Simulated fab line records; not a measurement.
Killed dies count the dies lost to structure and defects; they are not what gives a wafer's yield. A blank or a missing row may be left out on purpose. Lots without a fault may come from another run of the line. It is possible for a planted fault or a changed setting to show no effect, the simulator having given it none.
8D (eight disciplines) problem report, filled in by code	flow gf180mcu	the parts of the form that need people (team, actions taken, sign-off) are left out

== 1. THE ISSUE ==
At GF_V1_CMP_26, timeToEndpointS averages 47 s over 2 wafers from 2 lots, while fault-free wafers read 86 s, standard deviation 3.1. That puts it -13 standard deviations away from the usual mean.
The step: polishes, stops on SiO2, t overpolish 15 s, target thk 0 nm.
The first sign was on wafer L949.5 at day 21 00:06, on cmp-01. The record holds 36 wafers of 12 lots with a number at this step. By rule, "out" or "out of limits" means more than 4 standard deviations away from the usual mean. The rest of the wafers with a number are treated as sound.

== 2. WHAT IT IS; WHAT IT IS NOT ==
question	is	is not
which readings at this step	timeToEndpointS	motorCurrentA, overpolishRunS
which lots	L949, L950	L945, L947, L948, L957, L958, L959, L960, L961, L963, L964
which wafers of those lots	L949.5, L950.3	L949.4, L949.6, L950.2, L950.4
read on which tools	cmp-01	cmp-02
when	from day 21 00:06	up to then (11 sound wafers); but 23 sound wafers of L950, L957, L958, L959, L960, L961, L963, L964 came after

== 3. THE SUSPECTS, EACH WITH WHAT RULES IT OUT ==
Counting: a tool at a process step up to the reading stays a suspect if it ran every lot that is out. Sound lots after the first of them don't rule it out here, since some wafers of a struck lot are sound.
- cmp-01 at GF_V1_CMP_26 (polishes, stops on SiO2, t overpolish 15 s, target thk 0 nm): kept. It ran every lot that is out, first L949 (day 21 00:06); its last sound lot up to then is L947 (day 20 20:15). On those wafers its own readings are out: timeToEndpointS.
Left after counting: cmp-01 at GF_V1_CMP_26.

== 4. THE CAUSE (what the simulator had put in) ==
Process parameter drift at GF_V1_CMP_26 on cmp-01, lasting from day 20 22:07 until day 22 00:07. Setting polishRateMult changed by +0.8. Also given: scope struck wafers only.
Only this tool survived the counting.

== 5. SEQUENCE OF EFFECTS, ordered by route ==
One row per reading whose mean, taken over the struck wafers that have a number, lies over 3 standard deviations from the usual. Only readings for which the record gives a usual standard deviation are gone through. hours: the time from each lot's start at the first step in this table that gives one to its start at this step, as a median over the lots. sigmas: the change in usual standard deviations.
hours	step	reading	usual	on struck wafers	change	sigmas
0	GF_V1_CMP_26	timeToEndpointS	86 s	47	-39	-13
Here are the process steps it includes:
- GF_V1_CMP_26: polishes, stops on SiO2, t overpolish 15 s, target thk 0 nm.

== 6. WHAT WOULD HAVE CAUGHT IT SOONER ==
2 hours passed between the start of the fault at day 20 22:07 and the first reading out of limits in this record, taken at day 21 00:06.
